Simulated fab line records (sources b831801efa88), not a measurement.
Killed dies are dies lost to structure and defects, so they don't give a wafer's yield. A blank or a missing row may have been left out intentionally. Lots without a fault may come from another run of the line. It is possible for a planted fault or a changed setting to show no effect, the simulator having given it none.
Matching of chambers | flow sky130 | SKY_PASSIVATION_CVD_00 on pecvd-01 has 3 sister chambers
The step deposits SiO2, target thk 90 nm. 16 wafers are shown with their chamber, then 8 later ones without.

## EACH WAFER AND ITS CHAMBER
wafer  | chamber | heater_power_w (W) | rf_fwd_power_W (W)
L660.2 | 2       | 696                | 593
L660.5 | 2       | 724                | 596
L660.6 | 0       | 570                | 591
L662.1 | 2       | 833                | 592
L662.2 | 1       | 667                | 594
L662.3 | 0       | 551                | 593
L664.1 | 2       | 743                | 594
L664.2 | 1       | 655                | 594
L664.5 | 0       | 598                | 595
L665.3 | 1       | 643                | 596
L665.4 | 0       | 596                | 592
L665.6 | 2       | 748                | 596
L666.2 | 2       | 813                | 598
L666.3 | 2       | 820                | 595
L666.4 | 1       | 626                | 592
L673.1 | 1       | 659                | 595

SIGNATURES (averages over the wafers above)
reading        | chamber 0 | chamber 1 | chamber 2 | scatter within a chamber
heater_power_w | 578.75    | 650.00    | 768.14    | 38.9
rf_fwd_power_W | 592.75    | 594.20    | 594.86    | 1.81
Rule: for each reading, subtract the chamber's mean from the wafer's reading, divide by that reading's scatter and square the result; add these up over the readings and take the root, which gives the wafer's distance from the chamber. The wafer belongs to the nearest chamber; if the next one is less than 2 further off, it can't be placed. The scatter is the square root of a quotient: the sum, over the shown wafers, of each reading's squared deviation from its chamber's mean, divided by wafers minus chambers.

## WAFERS WITHOUT THEIR CHAMBER
wafer  | heater_power_w (W) | rf_fwd_power_W (W)
L673.2 | 657                | 589
L673.4 | 646                | 597
L675.3 | 669                | 594
L675.4 | 809                | 592
L675.6 | 560                | 594
L679.2 | 549                | 596
L679.3 | 668                | 590
L679.6 | 648                | 593

## THE CHAMBER EACH PASSED THROUGH
wafer  | from the rows above          | in truth
L673.2 | can't be placed: 1 or 0 or 2 | 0
L673.4 | can't be placed: 1 or 0 or 2 | 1
L675.3 | can't be placed: 1 or 0      | 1
L675.4 | 2                            | 2
L675.6 | can't be placed: 0 or 1      | 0
L679.2 | can't be placed: 0 or 1      | 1
L679.3 | can't be placed: 1 or 0 or 2 | 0
L679.6 | can't be placed: 1 or 0      | 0
Correctly placed: 1 of 8. Not placeable from these rows: 7 (in 7, the candidates include the true chamber). Number placed wrongly: 0.
